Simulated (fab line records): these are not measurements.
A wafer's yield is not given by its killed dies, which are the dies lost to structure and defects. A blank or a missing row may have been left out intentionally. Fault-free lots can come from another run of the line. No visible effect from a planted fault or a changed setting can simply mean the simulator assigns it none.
Matching of chambers | flow sfq line | SFQ_TRILAYER_I2_CMP_CMP_064 on cmp-02 has 4 sister chambers
The step polishes SiO2. 20 wafers are shown with their chamber, then 9 later ones without.

== WAFERS PAIRED WITH THEIR CHAMBERS ==
wafer  | chamber | motor current A (A) | time to endpoint s (s) | edge zone pressure frac
L704.4 | 2       | 10.8                | 215                    | 0.990
L704.2 | 0       | 10.7                | 213                    | 1.000
L704.5 | 1       | 10.0                | 221                    | 1.003
L705.3 | 3       | 10.9                | 224                    | 0.996
L705.5 | 2       | 11.0                | 209                    | 1.005
L705.6 | 3       | 11.6                | 231                    | 0.998
L706.1 | 2       | 11.0                | 213                    | 0.995
L706.4 | 1       | 10.0                | 214                    | 1.000
L706.6 | 3       | 11.0                | 223                    | 1.001
L707.4 | 1       | 10.1                | 224                    | 0.996
L707.5 | 3       | 11.2                | 222                    | 1.001
L707.6 | 2       | 11.0                | 214                    | 0.998
L712.1 | 1       | 9.9                 | 219                    | 1.007
L712.2 | 0       | 11.6                | 208                    | 1.001
L712.6 | 3       | 11.1                | 227                    | 1.001
L715.4 | 2       | 10.9                | 225                    | 0.993
L715.2 | 1       | 10.2                | 222                    | 0.993
L715.6 | 3       | 11.7                | 225                    | 1.000
L717.4 | 0       | 11.0                | 192                    | 1.003
L720.3 | 0       | 10.7                | 218                    | 1.002

SIGNATURES (means of the wafers above)
reading                 | chamber 0 | chamber 1 | chamber 2 | chamber 3 | scatter within a chamber
motor current A         | 11.000    | 10.040    | 10.940    | 11.250    | 0.269
time to endpoint s      | 207.75    | 220.00    | 215.20    | 225.33    | 6.29
edge zone pressure frac | 1.00150   | 0.99980   | 0.99620   | 0.99950   | 0.00418
Rule: a wafer lies at a distance from a chamber equal to the root of the sum of squares, over the readings, of (its reading less the chamber's mean, divided by the reading's scatter). The wafer belongs to the nearest chamber; if the next one is less than 2 further off, it can't be placed. How the scatter is found: for the shown wafers, subtract from each reading the mean of its chamber, square and add these, divide the total by (wafers less chambers), then take the root.

== WAFERS WHOSE CHAMBER IS MISSING ==
wafer  | motor current A (A) | time to endpoint s (s) | edge zone pressure frac
L720.4 | 11.0                | 226                    | 1.006
L720.6 | 11.6                | 224                    | 1.002
L722.4 | 10.1                | 197                    | 0.997
L725.2 | 11.4                | 216                    | 1.004
L725.3 | 10.9                | 209                    | 0.996
L725.4 | 9.9                 | 220                    | 0.998
L727.2 | 9.9                 | 217                    | 1.001
L727.3 | 10.3                | 208                    | 1.000
L727.5 | 10.5                | 208                    | 0.999

== THE CHAMBER EACH PASSED THROUGH ==
wafer  | from the rows above               | in truth
L720.4 | can't be placed: 3 or 2 or 0      | 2
L720.6 | can't be placed: 3 or 2 or 0      | 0
L722.4 | can't be placed: 1 or 0 or 2      | 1
L725.2 | can't be placed: 3 or 0 or 2      | 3
L725.3 | can't be placed: 2 or 0           | 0
L725.4 | 1                                 | 1
L727.2 | 1                                 | 1
L727.3 | can't be placed: 1 or 0 or 2      | 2
L727.5 | can't be placed: 0 or 2 or 1 or 3 | 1
Placed correctly: 2 of 9. Can't be placed from these rows: 7 (the true chamber is among the candidates in 7). Number placed wrongly: 0.
